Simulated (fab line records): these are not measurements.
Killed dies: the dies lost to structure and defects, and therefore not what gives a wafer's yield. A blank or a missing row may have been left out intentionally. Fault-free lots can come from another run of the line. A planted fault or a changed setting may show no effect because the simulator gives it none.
The tool behind it: which one? -- flow gf180mcu -- 33 wafers from 11 lots sampled at 7 of the route's 602 steps

WHAT THE GAUGES SHOWED, per wafer
GF_HV_LDD_THK_MEAS_57. Usual: HV_LDD_CVD_56_THK 89.5 nm, standard deviation 0.76.
lot,measured,on,HV_LDD_CVD_56_THK (nm),flag
L270,day 12 22:53,film_metro-01,89.7 90.3 89.7,
L271,day 13 12:32,film_metro-01,89.8 89.7 89.8,
L272,day 14 04:31,film_metro-04,90.2 89.5 90.1,
L273,day 14 11:05,film_metro-04,88.8 88.4 88.7,
L280,day 16 15:48,film_metro-04,89.2 89.7 88.8,
L283,day 17 13:25,film_metro-02,88.4 88.5 88.9,
L284,day 18 08:04,film_metro-04,89.8 89.2 89.5,
L286,day 18 12:23,film_metro-01,90.5 90.1 91.2,
L288,day 19 12:26,film_metro-01,88.5 90.0 88.6,
L292,day 20 14:14,film_metro-04,89.1 88.7 89.2,
L291,day 20 15:50,film_metro-02,89.4 90.3 89.5,

GF_NSD_CD_MEAS_07 targets a cd of 400 nm. Usual: cd_nm at 399.9 nm, with a standard deviation of 2.3.
lot,measured,on,cd_nm (nm),flag
L270,day 13 19:20,cd_sem-01,401.3 400.5 400.7,
L271,day 14 09:08,cd_sem-02,396.9 398.6 397.1,
L272,day 15 00:21,cd_sem-02,398.8 397.7 397.2,
L273,day 15 08:36,cd_sem-02,399.9 399.3 399.5,
L280,day 17 15:04,cd_sem-01,403.8 402.5 402.5,
L283,day 18 13:10,cd_sem-01,399.7 399.9 399.5,
L284,day 19 08:39,cd_sem-01,405.2 402.1 400.8,
L286,day 19 13:18,cd_sem-01,401.0 400.4 400.4,
L288,day 20 13:36,cd_sem-02,400.7 400.3 400.2,
L292,day 21 15:09,cd_sem-02,393.5 394.0 393.3,
L291,day 21 16:37,cd_sem-01,401.3 401.6 400.0,

GF_NSD_TW_MEAS_12. Usual: NSD_TW 4262, standard deviation 23.
lot,measured,on,NSD_TW,flag
L270,day 13 19:53,film_metro-01,4261 4227 4269,
L271,day 14 09:41,film_metro-02,4243 4255 4239,
L272,day 15 00:53,film_metro-01,4257 4282 4255,
L273,day 15 09:10,film_metro-03,4291 4296 4262,
L280,day 17 15:36,film_metro-01,4096 4083 4084,OFF
L283,day 18 13:43,film_metro-02,4241 4251 4258,
L284,day 19 09:12,film_metro-03,4112 4125 4130,OFF
L286,day 19 13:51,film_metro-03,4292 4271 4291,
L288,day 20 14:08,film_metro-01,4243 4245 4252,
L292,day 21 15:41,film_metro-02,4261 4272 4282,
L291,day 21 17:10,film_metro-02,4292 4278 4289,

GF_PSD_RS_MEAS_14: uses a four-point probe to measure. Usual: NSD_RS 46.12 ohm/sq, standard deviation 0.08.
lot,measured,on,NSD_RS (ohm/sq),flag
L270,day 14 16:59,film_metro-01,45.97 46.08 46.22,
L271,day 15 07:47,film_metro-01,46.02 46.15 46.07,
L272,day 15 22:50,film_metro-01,46.06 46.02 46.17,
L273,day 16 07:49,film_metro-03,46.11 46.14 46.06,
L280,day 18 16:16,film_metro-01,49.16 49.19 49.24,OFF
L283,day 19 14:22,film_metro-03,46.18 46.06 46.25,
L284,day 20 11:01,film_metro-02,49.15 49.14 49.10,OFF
L286,day 20 15:22,film_metro-03,45.96 46.04 46.03,
L288,day 21 15:28,film_metro-03,46.10 46.14 46.19,
L292,day 22 15:46,film_metro-03,46.25 46.22 46.06,
L291,day 22 17:25,film_metro-01,46.21 46.06 46.10,

WHAT TOOL EACH LOT RAN ON (gives the tool, then ch and the chambers of the sampled wafers, and finally the start)
lot,GF_NSD_IMPLANT_09,GF_NSD_STRIP_11,GF_PSD_STRIP_10
L270,"implanter-01 ch 0, day 13 19:29","plasma_asher-03 ch 0,1, day 13 19:47","plasma_asher-01 ch 0,1, day 14 16:41"
L271,"implanter-03 ch 0, day 14 09:17","plasma_asher-04 ch 0,1, day 14 09:34","plasma_asher-02 ch 0,1, day 15 07:26"
L272,"implanter-02 ch 0, day 15 00:31","plasma_asher-03 ch 1, day 15 00:47","plasma_asher-01 ch 0,1, day 15 22:32"
L273,"implanter-02 ch 0, day 15 08:46","plasma_asher-04 ch 0,1, day 15 09:04","plasma_asher-02 ch 0,1, day 16 07:32"
L280,"implanter-03 ch 0, day 17 15:14","plasma_asher-04 ch 0,1, day 17 15:31","plasma_asher-02 ch 0,1, day 18 15:58"
L283,"implanter-01 ch 0, day 18 13:19","plasma_asher-01 ch 0,1, day 18 13:37","plasma_asher-02 ch 0,1, day 19 14:04"
L284,"implanter-03 ch 0, day 19 08:48","plasma_asher-04 ch 0,1, day 19 09:06","plasma_asher-04 ch 0,1, day 20 10:43"
L286,"implanter-01 ch 0, day 19 13:27","plasma_asher-04 ch 0,1, day 19 13:45","plasma_asher-02 ch 0,1, day 20 15:04"
L288,"implanter-01 ch 0, day 20 13:46","plasma_asher-01 ch 0,1, day 20 14:03","plasma_asher-01 ch 0,1, day 21 15:10"
L292,"implanter-03 ch 0, day 21 15:19","plasma_asher-03 ch 0,1, day 21 15:36","plasma_asher-01 ch 0,1, day 22 15:28"
L291,"implanter-01 ch 0, day 21 16:46","plasma_asher-03 ch 0,1, day 21 17:04","plasma_asher-02 ch 0,1, day 22 17:08"
- GF_NSD_IMPLANT_09
- GF_NSD_STRIP_11: strips in O2/N2.
- GF_PSD_STRIP_10: strips in O2/N2.

WHAT THE TOOLS THEMSELVES READ (means of the sampled wafers that have a number; where no wafer has one, the mark that the record gives instead)
GF_NSD_IMPLANT_09. Usual: beam_energy_keV at 60.002, with a standard deviation of 0.018.
lot,tool,beam_energy_keV,flag
L270,implanter-01,59.970,
L271,implanter-03,60.011,
L272,implanter-02,60.000,
L273,implanter-02,59.988,
L280,implanter-03,49.419,OFF
L283,implanter-01,60.019,
L284,implanter-03,49.421,OFF
L286,implanter-01,60.004,
L288,implanter-01,60.007,
L292,implanter-03,60.019,
L291,implanter-01,59.990,

GF_NSD_STRIP_11. Usual: drypump_motor_current_A 5.5 A, standard deviation 0.52; heater_power_w 325 W, standard deviation 40; oes_product_au 0.487 a.u., standard deviation 0.0044; strip_time_to_endpoint_s 22.95 s, standard deviation 0.041.
lot,tool,drypump_motor_current_A (A),heater_power_w (W),oes_product_au (a.u.),strip_time_to_endpoint_s (s),flag
L270,plasma_asher-03,5.4,304,0.483,22.88,
L271,plasma_asher-04,5.6,365,0.489,22.97,
L272,plasma_asher-03,5.7,305,0.489,22.92,
L273,plasma_asher-04,6.0,386,0.486,22.95,
L280,plasma_asher-04,6.0,381,0.507,21.52,OFF
L283,plasma_asher-01,5.2,285,0.490,23.00,
L284,plasma_asher-04,6.0,390,0.507,21.62,OFF
L286,plasma_asher-04,5.6,370,0.486,22.92,
L288,plasma_asher-01,5.0,304,0.487,22.92,
L292,plasma_asher-03,5.5,308,0.489,22.95,
L291,plasma_asher-03,5.4,305,0.485,23.00,

GF_PSD_STRIP_10. Usual: drypump_motor_current_A 5.8 A, standard deviation 0.57; heater_power_w 328 W, standard deviation 27; oes_product_au 0.591 a.u., standard deviation 0.0039; strip_time_to_endpoint_s 16.53 s, standard deviation 0.035.
lot,tool,drypump_motor_current_A (A),heater_power_w (W),oes_product_au (a.u.),strip_time_to_endpoint_s (s),flag
L270,plasma_asher-01,5.2,291,0.590,16.56,
L271,plasma_asher-02,5.9,336,0.595,16.51,
L272,plasma_asher-01,5.2,291,0.590,16.49,
L273,plasma_asher-02,6.2,327,0.591,16.50,
L280,plasma_asher-02,5.9,332,0.589,16.52,
L283,plasma_asher-02,5.9,336,0.592,16.57,
L284,plasma_asher-04,5.6,369,0.587,16.51,
L286,plasma_asher-02,6.2,325,0.593,16.52,
L288,plasma_asher-01,5.2,292,0.591,16.51,
L292,plasma_asher-01,5.0,300,0.591,16.49,
L291,plasma_asher-02,6.2,326,0.592,16.52,

THE ANSWER, worked out from the rows above alone
Rule: a lot counts as off when the mean over its wafers that have a number is more than 3 standard deviations away from the usual mean. A lot without any number at a reading at which 4 lots or more have one is off too. All remaining lots with rows at the step are treated as sound. After the gauges, taken in route order, come the tools' own readings; for these a lot's mean is taken, as printed above. The first step at which some lot is off is used, and at that step the reading that is off furthest; a lot without a number counts as furthest.
Off: at GF_NSD_TW_MEAS_12 (NSD_TW), L280, L284.
If a tool, at a process step before that reading, ran all the lots that are off and no sound lot after the first of them, it fits. Not tried: the gauges at GF_NSD_TW_MEAS_12; whatever is off there is also off at GF_NSD_IMPLANT_09, on other tools, and gauge error can't account for it. Not one of the candidates tried fits.

WHAT THE SIMULATOR HAD INSERTED
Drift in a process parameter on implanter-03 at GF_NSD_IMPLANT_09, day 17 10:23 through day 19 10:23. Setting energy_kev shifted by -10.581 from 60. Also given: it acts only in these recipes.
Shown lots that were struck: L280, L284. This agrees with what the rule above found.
